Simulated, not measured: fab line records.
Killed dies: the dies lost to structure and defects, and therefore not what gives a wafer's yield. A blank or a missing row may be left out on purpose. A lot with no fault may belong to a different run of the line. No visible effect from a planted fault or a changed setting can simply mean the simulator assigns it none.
fab line records | flow sfqLine
record: lots: 6 wafers: 18 lastDay: 80
route steps=325 shown M0@36 I0@43
lots with no fault: from the same line, run without faults
startH: hours from the record's opening day to when the first of the lot's shown wafers began | waitH: hours since the lot's step before | " same as the row above | L1.1+2: several wafers, shown together as one row | - no value, or no start given | * or withheld: withheld | < > ~ a bound
route shown NAME@n: NAME is a module with steps in the file, n the number in the route of the first one | usual: average and standard deviation across the fault-free wafers | same: alike in all rows | chamber/n: place in a boat | sites: readings site by site | _std_site: their standard deviation | _edge_site: mean of outer sites minus mean of inner sites | radiusMm: how far each site lies from the wafer's centre | mask NAME#n: copy n | behind: the most recent tool/chamber to have shaped the wafer | hold: why the lot was held/for how many hours/how that ended | device: names the non-switching transistor (n, p or np) | end of line: tests of these same wafers at the route's end | a step with no rows: only its recipe | killed: dies lost to structure and defects at the first sort, not the wafer's yield | map: shows each die of a wafer: x if killed, . if not, _ if none is there
set.NAME: the setting the step ran with; set.NAME@STEP: the setting that earlier step ran with | model.NAME: the simulator's own value behind a step, which no gauge read
certain route steps with their lots: each step a table, each wafer a row
services: when a tool's chamber went out of use (startH, in hours from the record's first day, below 0 if earlier), for how many hours, and the reason
== steps ==
step: SFQ_TRILAYER_M0_LITHO_PEB_024
recipe: pebTempC: 115 pebTimeS: 60 resist: KrF
step: SFQ_TRILAYER_M0_LITHO_DEVELOP_023
recipe: timeS: 60 resist: KrF
step: SFQ_M0_OVL_MEAS_906
usual: M0_OVL: -3/4.8
columns lot.wafer tool chamber startH waitH M0_OVL[nm]
L969.2 overlay-02 - 277.96 0.1 -5
L969.3 " - " " -4
L969.5 " - " " -3
L973.1 overlay-02 - 331.75 0.1 1
L973.3 " - " " 2
L973.5 " - " " 5
L987.3 overlay-01 - 438.06 0.1 -1
L987.4 " - " " -8
L987.5 " - " " 3
L989.1 overlay-02 - 483.82 0.1 -9
L989.3 " - " " -5
L989.5 " - " " -9
L990.4 overlay-02 - 489.84 0.1 -4
L990.5 " - " " 0
L990.6 " - " " -4
L991.1 overlay-01 - 501.82 0.1 -5
L991.2 " - " " 2
L991.5 " - " " 2
step: SFQ_TRILAYER_M0_BARC_OPEN_METAL_ETCH_031
recipe: maskMaterial: PR chemistry: O2 targetDepthNm: 125 target: BARC icpW: 600 biasW: 80 pressureMtorr: 10 timeS: 41.7
step: SFQ_TRILAYER_M0_ETCH_METAL_ETCH_024
recipe: target: Nb stopOn: SiO2 maskMaterial: PR chemistry: Cl2/Ar targetDepthNm: 240 icpW: 600 biasW: 80 pressureMtorr: 10 timeS: 120
usual: drypumpMotorCurrentA: 5.7/0.62 oesProductAu: 0.896/0.0072 rfFwdPowerW: 597.6/1.7
columns lot.wafer tool chamber startH waitH drypumpMotorCurrentA oesProductAu rfFwdPowerW rfHoursCounterH
L969.2 rieMetal-03 0 278.05 0.0 5.5 0.897 598.1 174
L969.3 " 0 " " 5.5 0.896 598.9 -
L969.5 " 1 " " 6.1 0.901 598.5 -
L973.1 rieMetal-02 1 331.85 0.0 6.3 0.885 596.0 128
L973.3 " 1 " " 6.3 0.905 596.5 -
L973.5 " 1 " " 6.3 0.893 597.9 -
L987.3 rieMetal-03 0 438.18 0.1 5.5 0.900 593.9 -
L987.4 " 1 " " 6.1 0.898 598.2 -
L987.5 " 1 " " 6.1 0.893 596.3 -
L989.1 rieMetal-02 0 483.92 0.0 6.5 0.893 597.1 96
L989.3 " 1 " " 6.3 0.901 597.2 -
L989.5 " 0 " " 6.6 0.896 597.1 -
L990.4 rieMetal-04 0 489.96 0.1 5.7 0.892 599.2 -
L990.5 " 1 " " 4.8 0.898 597.2 -
L990.6 " 0 " " 5.6 0.903 596.3 -
L991.1 rieMetal-02 0 501.92 0.0 6.5 0.912 598.6 98
L991.2 " 1 " " 6.3 0.893 597.9 149
L991.5 " 1 " " 6.3 0.908 597.3 -
step: SFQ_TRILAYER_M0_STRIP_STRIP_025
recipe: gas: O2 powerW: 200 platenTempC: 40 overashFraction: 0.65 chemistry: O2 pressureMtorr: 50
usual: drypumpMotorCurrentA: 5.7/0.62 oesProductAu: 0.999/0.0086
columns lot.wafer tool chamber startH waitH drypumpMotorCurrentA oesProductAu rfHoursCounterH
L969.2 rieMetal-03 0 278.17 0.1 5.5 0.996 174
L969.3 " 0 " " 5.5 0.983 -
L969.5 " 1 " " 6.1 0.990 -
L973.1 rieMetal-02 1 331.97 0.1 6.3 0.998 128
L973.3 " 1 " " 6.3 0.993 -
L973.5 " 1 " " 6.3 0.995 -
L987.3 rieMetal-03 0 438.47 0.2 5.4 1.011 -
L987.4 " 1 " " 6.1 0.989 -
L987.5 " 1 " " 6.1 0.977 -
L989.1 rieMetal-02 0 484.05 0.1 6.5 1.000 97
L989.3 " 1 " " 6.3 0.998 -
L989.5 " 0 " " 6.6 0.998 -
L990.4 rieMetal-04 0 490.25 0.2 5.7 0.993 -
L990.5 " 1 " " 4.7 1.000 -
L990.6 " 0 " " 5.7 1.008 -
L991.1 rieMetal-02 0 502.05 0.1 6.5 0.991 99
L991.2 " 1 " " 6.3 0.998 149
L991.5 " 1 " " 6.3 1.005 -
step: SFQ_TRILAYER_M0_STRIP_SOLV_CLEAN_026
recipe: chemistry: NMP tempC: 70 timeS: 600
step: SFQ_TRILAYER_I0_DEP_PECVD_027
recipe: material: SiO2 tempC: 150 timeS: 111.11 pressureTorr: 2.4 rfW: 183.3 precursor: SiH4/N2O targetThkNm: 500
step: SFQ_TRILAYER_I0_CMP_CMP_028
recipe: material: SiO2 downForcePsi: 3 platenRpm: 60 padVelocityMS: 0.94248
usual: motorCurrentA: 10.3/0.9 slurryFilterDpKPa: 13.50/0.15 timeToEndpointS: 218/8.4
columns lot.wafer tool chamber startH waitH motorCurrentA slurryFilterDpKPa timeToEndpointS
L969.2 cmp-02 0 279.53 0.5 11.5 13.34 228
L969.3 " 1 " " 10.2 13.47 235
L969.5 " 3 281.03 2.0 10.7 13.38 222
L973.1 cmp-02 2 337.03 4.2 11.1 13.37 229
L973.3 " 3 " " 10.6 13.56 215
L973.5 " 1 338.53 5.7 10.5 13.66 241
L987.4 cmp-01 0 439.12 0.0 10.0 13.52 208
L987.3 " 1 " " 8.7 13.45 211
L987.5 " 1 441.62 2.5 9.2 13.79 227
L989.3 cmp-01 1 484.90 0.0 8.9 13.44 202
L989.1 " 2 " " 11.2 13.52 213
L989.5 " 1 486.90 2.0 8.6 13.68 210
L990.4 cmp-01 1 490.90 0.0 8.8 13.21 221
L990.6 " 1 492.90 2.0 9.1 13.66 223
L990.5 " 2 " " 10.7 13.45 216
L991.1 cmp-02 0 502.90 0.0 11.0 13.33 212
L991.2 " 3 504.40 1.5 10.5 13.78 208
L991.5 " 1 505.40 2.5 9.7 13.25 226
step: SFQ_I0_BOW_MEAS_907
recipe: mode: bow
usual: I0_BOW: 1/7.5
columns lot.wafer tool chamber startH waitH I0_BOW[um]
L969.2 filmMetro-02 - 282.05 2.0 15
L969.3 " - " " 6
L969.5 " - " " -7
L973.1 filmMetro-03 - 339.53 2.0 -4
L973.3 " - " " 18
L973.5 " - " " 9
L987.3 filmMetro-04 - 442.16 2.0 8
L987.4 " - " " -8
L987.5 " - " " -4
L989.1 filmMetro-04 - 487.90 2.0 -3
L989.3 " - " " 15
L989.5 " - " " -2
L990.4 filmMetro-02 - 493.96 2.6 1
L990.5 " - " " -6
L990.6 " - " " 6
L991.1 filmMetro-03 - 505.90 2.5 -11
L991.2 " - " " -3
L991.5 " - " " 1
step: SFQ_TRILAYER_I0_METRO_MEASURE_029
step: SFQ_TRILAYER_I0_VIA_LITHO_COAT_036
recipe: resist: BARC spinRpm: 3000 resistThkNm: 62
step: SFQ_TRILAYER_I0_VIA_LITHO_COAT_031
recipe: resist: KrF spinRpm: 3000 resistThkNm: 650
columns lot.wafer tool chamber startH waitH model.KrF_of_TRILAYER_I0_VIA_LITHO_COAT_031.thkNm
L969.2 lithoTrack-04 0 283.70 0.2 644.4
L969.3 " 0 " " 644.6
L969.5 " 0 " " 646.1
L973.1 lithoTrack-03 0 341.15 0.2 650.7
L973.3 " 0 " " 650.8
L973.5 " 0 " " 652.1
L987.3 lithoTrack-04 0 443.84 0.2 651.2
L987.4 " 0 " " 652.5
L987.5 " 0 " " 649.9
L989.1 lithoTrack-03 0 489.52 0.2 648.5
L989.3 " 0 " " 647.8
L989.5 " 0 " " 596.4
L990.4 lithoTrack-03 0 495.67 0.2 650.9
L990.5 " 0 " " 598.9
L990.6 " 0 " " 652.1
L991.1 lithoTrack-04 0 507.52 0.2 647.1
L991.2 " 0 " " 647.5
L991.5 " 0 " " 648
step: SFQ_TRILAYER_I0_VIA_LITHO_SOFTBAKE_035
recipe: tempC: withheld timeS: withheld resist: KrF
step: SFQ_TRILAYER_I0_VIA_LITHO_EXPOSE_032
recipe: maskId: I0 na: 0.6 sourceShape: conventional sigmaOuter: 0.65 targetCdNm: 500 doseMj: 21.3
step: SFQ_TRILAYER_I0_VIA_LITHO_PEB_034
recipe: pebTempC: 115 pebTimeS: 60 resist: KrF
step: SFQ_TRILAYER_I0_VIA_LITHO_DEVELOP_033
recipe: timeS: 60 resist: KrF
step: SFQ_I0_OVL_MEAS_908
usual: I0_OVL: 2/6.3
columns lot.wafer tool chamber startH waitH I0_OVL[nm]
L969.2 overlay-02 - 294.43 0.1 -4
L969.3 " - " " 7
L969.5 " - " " 3
L973.1 overlay-01 - 344.36 0.1 -13
L973.3 " - " " -11
L973.5 " - " " -11
L987.3 overlay-01 - 608.89 0.1 11
L987.4 " - " " 2
L987.5 " - " " 17
L989.1 overlay-02 - 648.52 0.1 1
L989.3 " - " " 7
L989.5 " - " " 2
L990.4 overlay-01 - 659.34 0.1 12
L990.5 " - " " -2
L990.6 " - " " 5
L991.1 overlay-02 - 668.92 0.1 0
L991.2 " - " " 5
L991.5 " - " " 3
step: SFQ_TRILAYER_I0_VIA_BARC_OPEN_VIA_ETCH_046
recipe: maskMaterial: PR chemistry: O2 targetDepthNm: 125 target: BARC sourceW: 500 biasW: 80 pressureMtorr: 30 timeS: 41.7
usual: drypumpMotorCurrentA: 5.8/0.43 oesProductAu: 0.685/0.0044 rfFwdPowerW: 494.9/2.5
columns lot.wafer tool chamber startH waitH drypumpMotorCurrentA oesProductAu rfFwdPowerW rfHoursCounterH
L969.2 rieDiel-01 1 294.46 0.0 6.1 0.684 492.9 14
L969.3 " 0 " " 6.6 0.682 494.1 97
L969.5 " 1 " " 6.2 0.676 496.4 -
L973.1 rieDiel-03 1 344.39 0.0 5.9 0.685 496.0 7
L973.3 " 2 " " 5.1 0.687 497.2 2
L973.5 " 3 " " 5.5 0.688 492.6 -
L987.3 rieDiel-01 1 608.91 0.0 6.2 0.681 494.1 18
L987.4 " 1 " " 6.2 0.686 495.5 -
L987.5 " 2 " " 5.6 0.689 487.9 -
L989.1 rieDiel-01 2 648.56 0.0 5.6 0.679 489.9 34
L989.3 " 0 " " 6.5 0.688 497.8 2
L989.5 " 0 " " 6.6 0.677 498.7 -
L990.4 rieDiel-02 0 659.36 0.0 5.3 0.685 490.7 12
L990.5 " 1 " " 5.6 0.682 495.9 -
L990.6 " 2 " " 6.1 0.694 495.9 -
L991.1 rieDiel-03 3 668.96 0.0 5.5 0.685 494.7 5
L991.2 " 2 " " 5.1 0.689 496.1 6
L991.5 " 2 " " 5.1 0.680 496.4 -
step: SFQ_TRILAYER_I0_VIA_ETCH_VIA_ETCH_034
recipe: target: SiO2 stopOn: Nb maskMaterial: PR taperDeg: 20 chemistry: CHF3 targetDepthNm: 260 sourceW: 500 biasW: 80 pressureMtorr: 30 timeS: withheld
usual: drypumpMotorCurrentA: 5.8/0.43 oesProductAu: 0.855/0.0052 rfFwdPowerW: 498.0/1.8
columns lot.wafer tool chamber startH waitH drypumpMotorCurrentA oesProductAu rfFwdPowerW model.KrF_of_TRILAYER_I0_VIA_LITHO_COAT_031.thkNm
L969.2 rieDiel-01 1 294.50 0.0 6.1 0.858 499.5 521.9
L969.3 " 0 " " 6.6 0.855 499.5 522.9
L969.5 " 1 " " 6.1 0.853 498.5 523.5
L973.1 rieDiel-03 1 344.43 0.0 6.0 0.853 498.9 527.3
L973.3 " 2 " " 5.1 0.857 498.2 530.7
L973.5 " 3 " " 5.5 0.857 492.7 528.7
L987.3 rieDiel-01 1 608.95 0.0 6.2 0.852 498.0 527.4
L987.4 " 1 " " 6.2 0.848 497.2 528.4
L987.5 " 2 " " 5.6 0.853 497.4 528.4
L989.1 rieDiel-01 2 648.60 0.0 5.6 0.856 498.1 528.6
L989.3 " 0 " " 6.6 0.850 499.9 526.7
L989.5 " 0 " " 6.5 0.852 499.5 474.7
L990.4 rieDiel-02 0 659.40 0.0 5.2 0.846 497.0 529.1
L990.5 " 1 " " 5.5 0.848 496.4 476
L990.6 " 2 " " 6.1 0.855 496.1 530.7
L991.1 rieDiel-03 3 669.00 0.0 5.5 0.856 497.9 523.8
L991.2 " 2 " " 5.1 0.848 501.7 527.6
L991.5 " 2 " " 5.1 0.862 498.2 528
step: SFQ_TRILAYER_I0_VIA_STRIP_STRIP_035
recipe: gas: O2 powerW: 200 platenTempC: 40 overashFraction: 0.65 chemistry: O2 pressureMtorr: 50
usual: drypumpMotorCurrentA: 6.0/0.45 oesProductAu: 1.002/0.01
columns lot.wafer tool chamber startH waitH drypumpMotorCurrentA oesProductAu rfHoursCounterH
L969.2 rieMetal-02 1 294.62 - 6.3 1.010 122
L969.3 " 1 " " 6.3 1.014 -
L969.5 " 1 " " 6.3 1.012 -
L973.1 rieMetal-02 1 344.55 - 6.3 1.002 130
L973.3 " 0 " " 6.5 0.994 -
L973.5 " 0 " " 6.5 1.000 -
L987.3 rieMetal-01 0 609.26 - 5.3 1.009 -
L987.4 " 1 " " 6.3 0.997 -
L987.5 " 0 " " 5.3 1.007 -
L989.1 rieMetal-01 1 648.71 - 6.3 1.005 124
L989.3 " 0 " " 5.3 0.994 -
L989.5 " 1 " " 6.3 1.007 -
L990.4 rieMetal-03 1 659.71 - 6.2 0.990 -
L990.5 " 1 " " 6.1 0.988 -
L990.6 " 0 " " 5.5 1.015 -
L991.1 rieMetal-01 1 669.11 - 6.3 1.003 127
L991.2 " 0 " " 5.3 1.027 147
L991.5 " 0 " " 5.3 1.011 -
== services ==
columns tool chamber startH hours kind
rieDiel-01 0 312.74 18.0 repair
cmp-01 - 354.43 6.5 pm
rieDiel-03 2 379.52 2.4 repair
cmp-02 - 390.41 3.8 repair
cmp-02 - 394.74 4.9 pm
rieMetal-02 - 396.56 2.8 pm
cmp-02 - 406.00 4.0 pm
rieDiel-03 0 425.71 9.6 repair
rieDiel-01 2 427.32 7.7 repair
rieDiel-03 2 437.08 4.4 repair
rieDiel-01 3 442.46 4.9 repair
cmp-01 - 454.74 0.4 repair
cmp-02 - 454.89 0.5 repair
cmp-02 - 458.30 4.7 pm
rieMetal-03 1 468.06 10.1 repair
rieMetal-03 - 478.28 2.8 pm
cmp-01 - 504.81 5.2 pm
rieMetal-02 0 506.13 10.4 repair
cmp-02 - 516.68 0.4 repair
rieMetal-02 - 525.75 0.8 repair
cmp-01 - 568.73 1.6 repair
cmp-01 - 572.47 4.0 pm
cmp-01 - 584.08 0.4 repair
rieDiel-01 3 606.85 7.2 repair
== key ==
firstSign none at tools or gauges
modelEffect: step: SFQ_TRILAYER_I0_VIA_LITHO_COAT_031 value: KrF_of_TRILAYER_I0_VIA_LITHO_COAT_031.thkNm without: 649.5 struck: 597.6
modelEffect: step: SFQ_TRILAYER_I0_VIA_ETCH_VIA_ETCH_034 value: KrF_of_TRILAYER_I0_VIA_LITHO_COAT_031.thkNm without: 527.3 struck: 475.4
metAt SFQ_TRILAYER_I0_VIA_LITHO_COAT_031
struckWafers L989.5,L990.5
onsetBetween 341.15 489.52
fault: kind: processParameterDrift tool: lithoTrack-03 chamber: - onsetH: 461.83 steps: SFQ_TRILAYER_I0_VIA_LITHO_COAT_031 channel: resistThkNm offset: -51.959 shape: step endH: 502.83 scope: struckWafersOnly actsIn: theseRecipesOnly stated: 650
